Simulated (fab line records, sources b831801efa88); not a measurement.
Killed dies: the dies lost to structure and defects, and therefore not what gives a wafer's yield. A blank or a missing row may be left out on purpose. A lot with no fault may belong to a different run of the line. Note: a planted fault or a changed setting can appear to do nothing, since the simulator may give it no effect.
The same fault as seen by 2 desks -- flow gf180mcu -- only its own numbers are on each desk; what lay behind them is given at the end

AT THE TOOL OWNER'S DESK: lpcvd-02
The tool's own readings at GF_HV_LDD_CVD_56 (deposits Si3N4 from DCS/NH3, target thk 90 nm, time 1543 s): means of the sampled wafers that have a number, for each lot that ran on this tool. Marked OUT: a lot whose mean sits more than 4 standard deviations from the usual mean, which makes it out of limits; the brackets give that distance.
Columns: A = spike_tc_upper_C at GF_HV_LDD_CVD_56, usual 770.0 C
lot,first seen here,A
L382,day 13 10:33,769.0
L387,day 14 11:26,769.9
L389,day 15 01:49,769.6
L388,day 15 10:56,769.9
L390,day 15 10:56,771.2
L391,day 15 18:39,769.0
L392,day 16 00:52,768.5
L403,day 19 15:43,771.0
This desk's verdict: no lot among the 8 shows anything out of limits.

METROLOGY DESK
What the gauges read, lot by lot, whatever tool the lot ran on: means of the sampled wafers that have a number. Marked OUT: a lot whose mean sits more than 4 standard deviations from the usual mean, which makes it out of limits; the brackets give that distance.
Columns: A = HV_LDD_CVD_56_THK at GF_HV_LDD_THK_MEAS_57, usual 89.9 nm; B = NSD_TW at GF_NSD_TW_MEAS_12, usual 4269; C = CONTACT_CVD_00_THK at GF_CONTACT_THK_MEAS_01, usual 301 nm
lot,first seen here,A,B,C
L382,day 13 13:47,90.0,4268,300
L384,day 13 22:24,88.3,4244,301
L385,day 14 01:28,90.4,4225,301
L387,day 14 12:52,89.5,4290,302
L386,day 14 15:34,88.2,4289,299
L389,day 15 03:15,90.1,4277,302
L388,day 15 12:22,89.5,4236,297
L390,day 15 12:22,90.1,4302,302
L391,day 15 20:05,90.3,4299,301
L392,day 16 02:19,90.3,4289,300
L396,day 17 08:07,90.1,4244,299
L403,day 19 17:10,77.7 (-15) OUT,4321,304
This desk finds L403 out of limits, with the earliest case on L403 at day 19 17:10 (HV_LDD_CVD_56_THK at GF_HV_LDD_THK_MEAS_57). In limits: L382, L384, L385, L387, L386, L389, L388, L390, L391, L392, L396.

BROUGHT TOGETHER
An alarm was possible from the metrology desk at day 19 17:10, on L403.
The tool owner's desk saw nothing out of limits.
On record at the tool owner's desk: L403, within its limits.
The lots listed all ran GF_HV_LDD_CVD_56 on lpcvd-02.

WHAT HAD BEEN PUT IN BY THE SIMULATOR
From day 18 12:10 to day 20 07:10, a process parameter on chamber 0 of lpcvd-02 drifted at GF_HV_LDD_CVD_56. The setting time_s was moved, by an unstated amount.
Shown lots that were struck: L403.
Delay in hours, fault start to first out-of-limits reading, per desk: metrology desk 29.
